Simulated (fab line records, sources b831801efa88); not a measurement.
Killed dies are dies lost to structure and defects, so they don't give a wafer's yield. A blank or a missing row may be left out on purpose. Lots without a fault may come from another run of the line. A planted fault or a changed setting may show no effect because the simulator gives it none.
fab line records | flow sky130
record lots=6 wafers=18 last_day=50
route steps=708 shown POLY_GATE@235 LDD_N@237 PAD_OPEN@708
lots that met no fault: from a run of the same line without faults
start_h: hours from the record's first day to the start of the lot's first wafer shown | wait_h: hours since the lot's step before | " the same as in the row above | L1.1+2: a row that stands for several wafers | - no value, or no start given | * or withheld: withheld | < > ~ a bound
route shown NAME@n: a module of which the file shows steps, and the number in the route of the first | usual: mean/standard deviation of fault-free wafers | same: alike in all rows | chamber/n: place in a boat | sites: the reading at each site | _std_site: their standard deviation | _edge_site: outer sites' mean less inner sites' | radius_mm: how far each site lies from the wafer's centre | mask NAME#n: copy n | behind: the tool/chamber that last shaped the wafer | hold: why the lot was held/for how many hours/how that ended | device: the transistor (n, p or np) that didn't switch | end of line: the same wafers' tests at the end of the route | a step without rows: its recipe alone | killed: dies lost to structure and defects at the first sort, not the wafer's yield | map: a wafer's dies, x killed, . not, _ none there
set.NAME: the setting as run; set.NAME@STEP: as run at that earlier step | model.NAME: the simulator's own value behind a step, which no gauge read
lots at some steps of the route; a table a step, a row a wafer
services: from which hour (start_h, from the record's first day; less than 0 if before it) a tool's chamber was out of use, for how many hours, and why
## steps
# step SKY_POLY_GATE_THK_MEAS_21
# recipe reads=SiO2_of_POLY_GATE_OXIDATION_20
# usual POLY_GATE_OXIDATION_THK=4.05/0.088
# columns lot.wafer tool chamber start_h wait_h POLY_GATE_OXIDATION_THK[nm]
L136.1 film_metro-04 - 389.34 0.0 4.25
L136.4 " - " " 4.23
L136.6 " - " " 4.19
L141.4 film_metro-02 - 426.17 0.0 4.04
L141.5 " - " " 4.16
L141.6 " - " " 4.12
L148.1 film_metro-01 - 492.63 0.0 4.08
L148.3 " - " " 4.04
L148.6 " - " " 4.07
L149.2 film_metro-01 - 494.32 0.0 4.01
L149.3 " - " " 4.05
L149.6 " - " " 4.12
L150.1 film_metro-02 - 502.33 0.0 3.99
L150.3 " - " " 3.97
L150.4 " - " " 4.01
L158.2 film_metro-04 - 560.54 0.0 3.94
L158.4 " - " " 4.06
L158.5 " - " " 3.91
# step SKY_POLY_GATE_CD_MEAS_22
# usual cd_nm=150.6/1.9
# columns lot.wafer tool chamber start_h wait_h cd_nm
L136.1 cd_sem-01 - 389.40 0.1 151.1
L136.4 " - " " 150.2
L136.6 " - " " 150.6
L141.4 cd_sem-01 - 426.29 0.1 148.8
L141.5 " - " " 149.7
L141.6 " - " " 147.5
L148.1 cd_sem-02 - 492.69 0.1 154.1
L148.3 " - " " 153.3
L148.6 " - " " 151.3
L149.2 cd_sem-02 - 494.40 0.1 149.4
L149.3 " - " " 150.9
L149.6 " - " " 152.7
L150.1 cd_sem-01 - 502.39 0.1 147.1
L150.3 " - " " 149.0
L150.4 " - " " 147.5
L158.2 cd_sem-02 - 560.62 0.1 148.0
L158.4 " - " " 152.5
L158.5 " - " " 149.4
# step SKY_LDD_N_DEHYDRATE_00
# recipe temp_c=200 time_s=60
# step SKY_LDD_N_HMDS_01
# recipe prime_time_s=60 prime_temp_c=120
# step SKY_LDD_N_COAT_02
# recipe resist=NOVOLAK spin_rpm=3000 resist_thk_nm=300
# step SKY_LDD_N_SOFTBAKE_03
# recipe temp_c=90 time_s=60 resist=NOVOLAK
# step SKY_LDD_N_EXPOSE_04
# recipe mask_id=NTM target_cd_nm=840 na=0.6 source_shape=conventional sigma_outer=0.6 dose_mj=110
# step SKY_LDD_N_PEB_05
# recipe temp_c=withheld time_s=* resist=NOVOLAK
# step SKY_LDD_N_DEVELOP_06
# recipe develop_time_s=60 dev_temp_c=23
# step SKY_LDD_N_OVL_MEAS_07
# usual LDD_N_OVL=-0.8/1.6
# columns lot.wafer tool chamber start_h wait_h LDD_N_OVL[nm]
L136.1 overlay-02 - 416.18 0.1 -0.6
L136.4 " - " " 1.7
L136.6 " - " " 0.8
L141.4 overlay-01 - 455.74 0.1 -2.0
L141.5 " - " " -2.9
L141.6 " - " " -3.4
L148.1 overlay-01 - 523.02 0.1 2.0
L148.3 " - " " 3.2
L148.6 " - " " 2.2
L149.2 overlay-02 - 524.58 0.1 0.8
L149.3 " - " " 0.6
L149.6 " - " " 0.6
L150.1 overlay-01 - 533.71 0.1 -0.4
L150.3 " - " " -1.3
L150.4 " - " " 0.1
L158.2 overlay-02 - 590.07 0.1 2.2
L158.4 " - " " 1.5
L158.5 " - " " 1.1
# step SKY_LDD_N_IMPLANT_08
# recipe species=As energy_kev=20 dose_cm2=7.5e+13 tilt_deg=withheld rotation_deg=23
# step SKY_LDD_N_IMPLANT_09
# recipe species=As energy_kev=20 dose_cm2=7.5e+13 tilt_deg=withheld rotation_deg=113
# step SKY_LDD_N_IMPLANT_10
# recipe species=As energy_kev=20 dose_cm2=7.5e+13 tilt_deg=withheld rotation_deg=203
# usual beam_on_s=9.98/0.21 dose_ions_cm2=7.501e+13/8.4e+10 faraday_current_uA=423/8.7
# columns lot.wafer tool chamber start_h wait_h beam_on_s dose_ions_cm2 faraday_current_uA
L136.1 implanter-04 0 416.51 0.1 10.04 7.512e+13 422
L136.4 " 0 " " 9.45 7.501e+13 445
L136.6 " 0 " " 9.60 7.506e+13 441
L141.4 implanter-03 0 456.14 0.1 10.00 7.498e+13 424
L141.5 " 0 " " 10.07 7.482e+13 420
L141.6 " 0 " " 9.68 7.502e+13 436
L148.1 implanter-03 0 523.36 0.1 15.63 1.2582e+14 455
L148.3 " 0 " " 15.37 1.2589e+14 463
L148.6 " 0 " " 14.86 1.2586e+14 476
L149.2 implanter-03 0 524.94 0.1 15.10 1.2577e+14 469
L149.3 " 0 " " 15.42 1.2587e+14 460
L149.6 " 0 " " 15.36 1.2585e+14 461
L150.1 implanter-02 0 534.05 0.1 10.04 7.486e+13 424
L150.3 " 0 " " 9.96 7.493e+13 425
L150.4 " 0 " " 9.76 7.487e+13 434
L158.2 implanter-04 0 590.42 0.1 9.66 7.491e+13 437
L158.4 " 0 " " 10.30 7.485e+13 410
L158.5 " 0 " " 9.95 7.503e+13 425
# step SKY_LDD_N_IMPLANT_11
# recipe species=As energy_kev=20 dose_cm2=7.5e+13 tilt_deg=withheld rotation_deg=293
# step SKY_LDD_N_IMPLANT_12
# recipe species=BF2 energy_kev=50 dose_cm2=5e+12 tilt_deg=30 rotation_deg=0
# step SKY_LDD_N_IMPLANT_13
# recipe species=BF2 energy_kev=50 dose_cm2=5e+12 tilt_deg=30 rotation_deg=90
# step SKY_LDD_N_IMPLANT_14
# recipe species=BF2 energy_kev=50 dose_cm2=5e+12 tilt_deg=30 rotation_deg=180
# step SKY_LDD_N_IMPLANT_15
# recipe species=BF2 energy_kev=50 dose_cm2=5e+12 tilt_deg=30 rotation_deg=270
# step SKY_LDD_N_STRIP_16
# recipe chemistry=O2/N2 power_w=1400 pressure_mtorr=1500 platen_temp_c=withheld o2_flow_sccm=3000 n2_flow_sccm=300 overash_fraction=0.5
# usual drypump_motor_current_A=5.7/0.32 oes_product_au=0.407/0.0045 strip_time_to_endpoint_s=4.307/0.013
# columns lot.wafer tool chamber start_h wait_h drypump_motor_current_A oes_product_au rf_hours_counter_h strip_time_to_endpoint_s
L136.1 plasma_asher-04 0 417.41 0.1 5.3 0.413 61 4.327
L136.4 " 1 " " 5.8 0.415 - 4.301
L136.6 " 1 " " 5.8 0.408 - 4.336
L141.4 plasma_asher-04 1 456.99 0.1 5.8 0.404 - 4.312
L141.5 " 1 " " 5.8 0.399 - 4.298
L141.6 " 0 " " 5.3 0.405 - 4.290
L148.1 plasma_asher-01 1 524.26 0.1 6.0 0.412 85 4.447
L148.3 " 1 " " 6.0 0.400 - 4.435
L148.6 " 0 " " 5.6 0.410 - 4.435
L149.2 plasma_asher-04 1 525.81 0.1 5.8 0.410 72 4.408
L149.3 " 1 " " 5.8 0.408 - 4.434
L149.6 " 1 " " 5.8 0.403 - 4.423
L150.1 plasma_asher-04 0 534.95 0.1 5.3 0.414 73 4.303
L150.3 " 0 " " 5.3 0.401 - 4.303
L150.4 " 1 " " 5.8 0.399 - 4.307
L158.2 plasma_asher-02 0 591.30 0.1 6.2 0.406 16 4.301
L158.4 " 0 " " 6.3 0.405 - 4.318
L158.5 " 0 " " 6.2 0.410 - 4.301
# step SKY_LDD_N_TW_MEAS_17
# usual LDD_N_TW=2592/14
# columns lot.wafer tool chamber start_h wait_h hold LDD_N_TW
L136.1 film_metro-03 - 417.51 0.1 - 2596
L136.4 " - " " - 2587
L136.6 " - " " - 2566
L141.4 film_metro-02 - 457.09 0.1 - 2585
L141.5 " - " " - 2583
L141.6 " - " " - 2576
L148.1 film_metro-01 - 524.36 0.1 await_dispo/0.2h/release 2689
L148.3 " - " " await_dispo/0.2h/release 2684
L148.6 " - " " await_dispo/0.2h/release 2694
L148.1 film_metro-01 - 524.61 0.2 - 2681
L148.3 " - " " - 2692
L148.6 " - " " - 2677
L149.2 film_metro-03 - 525.92 0.1 await_dispo/0.2h/release 2673
L149.3 " - " " await_dispo/0.2h/release 2674
L149.6 " - " " await_dispo/0.2h/release 2662
L149.2 film_metro-03 - 526.15 0.2 - 2666
L149.3 " - " " - 2668
L149.6 " - " " - 2663
L150.1 film_metro-02 - 535.07 0.1 - 2597
L150.3 " - " " - 2607
L150.4 " - " " - 2607
L158.2 film_metro-01 - 591.41 0.1 - 2569
L158.4 " - " " - 2557
L158.5 " - " " - 2566
# step SKY_PAD_OPEN_PROBE_99
# usual killed_at_M0_to_M3=43/7.3 killed_at_M4_up=3.2/1.8 killed_at_contacts=24/5.8 killed_at_front_end=16/4.5 killed_at_other=0.3/0.53 killed_dies=87/9.9 killed_open=48/6.8 killed_short=39/6.9
# same gross_dies=492 killed_at_back_side=0
# columns lot.wafer tool chamber start_h wait_h killed_at_M0_to_M3 killed_at_M4_up killed_at_contacts killed_at_front_end killed_at_other killed_dies killed_open killed_short model.etest.tip_n.rs_ohm_sq model.etest.nfet_01v8_swapped.vt_sat_v
L136.1 prober-02 - 1079.44 0.1 38 2 16 24 2 82 39 43 446.7 0.6612
L136.4 prober-02 - 1079.59 0.2 38 2 37 9 0 86 48 38 441.3 0.6464
L136.6 prober-02 - 1079.69 0.2 28 2 25 14 0 69 43 26 445.1 0.6487
L141.4 prober-01 - 1109.34 0.2 37 3 31 12 0 83 48 35 443.5 0.6524
L141.5 prober-01 - 1109.39 0.2 33 4 21 26 0 84 51 33 446.6 0.6593
L141.6 prober-01 - 1109.44 0.2 42 7 21 9 0 79 42 37 444.4 0.6561
L148.1 prober-02 - 1150.80 0.1 47 4 19 11 0 81 44 37 401.9 0.6434
L148.3 prober-02 - 1150.90 0.2 46 2 35 13 1 97 51 46 402.4 0.6464
L148.6 prober-02 - 1151.05 0.2 37 4 26 13 0 80 55 25 401.7 0.6518
L149.2 prober-01 - 1153.52 0.1 38 4 21 19 1 83 43 40 400.1 0.6312
L149.3 prober-01 - 1153.57 0.2 43 2 26 17 0 88 51 37 402.9 0.6324
L149.6 prober-01 - 1153.72 0.2 40 2 35 17 0 94 52 42 400.3 0.6477
L150.1 prober-02 - 1158.26 0.1 48 2 16 27 1 94 49 45 440.3 0.6418
L150.3 prober-02 - 1158.36 0.2 49 2 17 16 0 84 37 47 440.9 0.6491
L150.4 prober-02 - 1158.41 0.2 53 7 28 12 0 100 46 54 444.2 0.6494
L158.2 prober-02 - 1193.20 0.1 58 5 33 21 0 117 61 56 440.1 0.653
L158.4 prober-02 - 1193.30 0.2 42 3 13 17 0 75 49 26 440 0.6442
L158.5 prober-02 - 1193.35 0.2 34 3 19 14 0 70 37 33 442.8 0.6493
# killed by level:class
L136.1 VIA2:geometric_particle:open=7 FIELD_ISO:geometric_particle:open=6 FIELD_ISO:geometric_particle:short=6 VIA2:geometric_particle:short=5 POLY_GATE:geometric_particle:short=5 CONTACT:geometric_particle:open=5 METAL1:geometric_particle:short=5 VIA3:geometric_particle:open=5
L136.4 LI_CONTACT:geometric_particle:open=12 VIA1:geometric_particle:open=11 CONTACT:geometric_particle:short=10 CONTACT:geometric_particle:open=9 VIA3:geometric_particle:open=5 VIA2:geometric_particle:short=4 FIELD_ISO:geometric_particle:short=3 LI_CONTACT:geometric_particle:short=3
L136.6 LI_CONTACT:geometric_particle:open=9 CONTACT:geometric_particle:open=6 VIA1:geometric_particle:open=6 VIA2:geometric_particle:open=6 FIELD_ISO:geometric_particle:short=5 METAL2:geometric_particle:short=5 LI_CONTACT:geometric_particle:short=4 CONTACT:geometric_particle:short=4
L141.4 CONTACT:geometric_particle:open=11 VIA1:geometric_particle:open=10 LI_CONTACT:geometric_particle:open=9 CONTACT:geometric_particle:short=6 VIA2:geometric_particle:open=5 FIELD_ISO:geometric_particle:short=4 FIELD_ISO:geometric_particle:open=4 VIA1:geometric_particle:short=4
L141.5 VIA1:geometric_particle:open=11 FIELD_ISO:geometric_particle:open=10 CONTACT:geometric_particle:open=9 FIELD_ISO:geometric_particle:short=8 VIA2:geometric_particle:open=7 VIA3:geometric_particle:open=6 LOCAL_INTERCONNECT:geometric_particle:short=5 POLY_GATE:geometric_particle:short=4
L141.6 CONTACT:geometric_particle:open=10 VIA1:geometric_particle:open=10 VIA2:geometric_particle:open=6 VIA3:geometric_particle:open=5 METAL1:geometric_particle:short=5 METAL4:geometric_particle:short=5 FIELD_ISO:geometric_particle:short=4 METAL2:geometric_particle:short=4
L148.1 METAL1:geometric_particle:short=9 LI_CONTACT:geometric_particle:open=7 VIA1:geometric_particle:open=7 VIA3:geometric_particle:open=6 METAL2:geometric_particle:short=6 VIA2:geometric_particle:short=4 CONTACT:geometric_particle:open=4 VIA2:geometric_particle:open=4
L148.3 VIA1:geometric_particle:open=17 LI_CONTACT:geometric_particle:open=10 METAL2:geometric_particle:short=10 FIELD_ISO:geometric_particle:short=8 CONTACT:geometric_particle:open=8 LI_CONTACT:geometric_particle:short=6 LOCAL_INTERCONNECT:geometric_particle:short=6 VIA2:geometric_particle:open=5
L148.6 VIA1:geometric_particle:open=13 CONTACT:geometric_particle:open=11 VIA2:geometric_particle:open=9 LI_CONTACT:geometric_particle:open=7 FIELD_ISO:geometric_particle:open=6 METAL1:geometric_particle:short=4 LOCAL_INTERCONNECT:geometric_particle:short=3 VIA1:geometric_particle:short=3
L149.2 FIELD_ISO:geometric_particle:short=7 LI_CONTACT:geometric_particle:open=7 VIA1:geometric_particle:open=7 VIA2:geometric_particle:open=7 FIELD_ISO:geometric_particle:open=6 CONTACT:geometric_particle:open=6 VIA1:geometric_particle:short=5 METAL2:geometric_particle:short=5
L149.3 LI_CONTACT:geometric_particle:open=12 VIA2:geometric_particle:open=11 VIA1:geometric_particle:open=9 VIA3:geometric_particle:open=5 METAL2:geometric_particle:short=5 CONTACT:geometric_particle:short=5 CONTACT:geometric_particle:open=5 VIA1:geometric_particle:short=5
L149.6 LI_CONTACT:geometric_particle:open=15 FIELD_ISO:geometric_particle:short=7 VIA1:geometric_particle:open=7 LOCAL_INTERCONNECT:geometric_particle:short=6 CONTACT:geometric_particle:open=6 VIA2:geometric_particle:short=6 FIELD_ISO:geometric_particle:open=5 CONTACT:geometric_particle:short=4
L150.1 VIA2:geometric_particle:open=11 VIA1:geometric_particle:open=11 FIELD_ISO:geometric_particle:short=9 FIELD_ISO:geometric_particle:open=9 METAL2:geometric_particle:short=8 METAL1:geometric_particle:short=7 LI_CONTACT:geometric_particle:open=6 VIA2:geometric_particle:short=4
L150.3 METAL1:geometric_particle:short=12 VIA1:geometric_particle:short=8 FIELD_ISO:geometric_particle:open=7 CONTACT:geometric_particle:open=7 VIA1:geometric_particle:open=6 FIELD_ISO:geometric_particle:short=5 METAL2:geometric_particle:short=5 VIA2:geometric_particle:open=5
L150.4 VIA1:geometric_particle:open=12 METAL1:geometric_particle:short=9 CONTACT:geometric_particle:short=9 VIA1:geometric_particle:short=9 CONTACT:geometric_particle:open=7 VIA2:geometric_particle:open=6 LI_CONTACT:geometric_particle:open=5 METAL2:geometric_particle:short=5
L158.2 VIA1:geometric_particle:open=14 METAL2:geometric_particle:short=11 CONTACT:geometric_particle:open=10 LI_CONTACT:geometric_particle:open=9 METAL1:geometric_particle:short=7 POLY_GATE:geometric_particle:open=6 VIA3:geometric_particle:open=6 VIA2:geometric_particle:short=6
L158.4 VIA1:geometric_particle:open=16 POLY_GATE:geometric_particle:open=5 POLY_GATE:geometric_particle:short=5 VIA3:geometric_particle:open=5 CONTACT:geometric_particle:short=4 VIA2:geometric_particle:open=4 FIELD_ISO:geometric_particle:open=3 SPACER:geometric_particle:open=3
L158.5 LI_CONTACT:geometric_particle:open=7 CONTACT:geometric_particle:open=6 METAL2:geometric_particle:short=6 VIA3:geometric_particle:open=6 FIELD_ISO:geometric_particle:short=5 VIA2:geometric_particle:open=5 POLY_GATE:geometric_particle:open=4 METAL1:geometric_particle:short=4
## services
# columns tool chamber start_h hours kind
plasma_asher-04 - 398.66 17.9 repair
plasma_asher-02 - 421.25 9.0 pm
plasma_asher-02 0 421.25 9.0 vent_cycle
plasma_asher-02 1 421.25 9.0 vent_cycle
plasma_asher-02 0 430.25 - clean
plasma_asher-02 1 430.25 - clean
implanter-02 - 432.72 0.6 repair
implanter-04 - 434.21 3.2 repair
implanter-04 - 453.14 8.6 repair
implanter-04 - 507.83 3.4 pm
plasma_asher-02 - 508.92 0.9 repair
plasma_asher-01 - 515.41 1.2 repair
implanter-02 - 519.79 8.5 repair
implanter-04 - 523.65 2.4 repair
implanter-04 - 528.61 1.8 repair
implanter-04 - 560.14 10.2 repair
implanter-04 - 560.32 2.1 repair
plasma_asher-02 - 563.77 1.5 repair
implanter-03 - 572.58 1.5 repair
plasma_asher-02 - 575.95 0.7 repair
## key
first_sign step=SKY_LDD_N_IMPLANT_10 reading=dose_ions_cm2 direction=up sigmas=99+ usual=* struck=*
effect step=SKY_LDD_N_IMPLANT_10 reading=beam_on_s direction=up sigmas=26 usual=9.98 struck=15.29
effect step=SKY_LDD_N_STRIP_16 reading=strip_time_to_endpoint_s direction=up sigmas=9.2 usual=* struck=*
effect step=SKY_LDD_N_TW_MEAS_17 reading=visit direction=added
effect step=SKY_LDD_N_TW_MEAS_17 reading=LDD_N_TW direction=up sigmas=6.3 usual=2592 struck=2679
model_effect step=SKY_PAD_OPEN_PROBE_99 value=etest.tip_n.rs_ohm_sq without=440.7 struck=401.5
met_at SKY_LDD_N_IMPLANT_10
struck_wafers L148.1,L148.3,L148.6,L149.2,L149.3,L149.6
tester_left_out L148,L149
onset_between 456.14 523.36
fault kind=process_parameter_drift tool=implanter-03 chamber=- onset_h=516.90 steps=SKY_LDD_N_IMPLANT_10 channel=dose_cm2 offset=* shape=step end_h=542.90 acts_in=* stated=*
# tester_left_out: of these lots the tester's yield and bins aren't shown, on N5 and GAA mostly nor the transistor test; their killed dies are dies lost to structure and defects alone, not to doping, threshold or leakage, so they don't give the yield
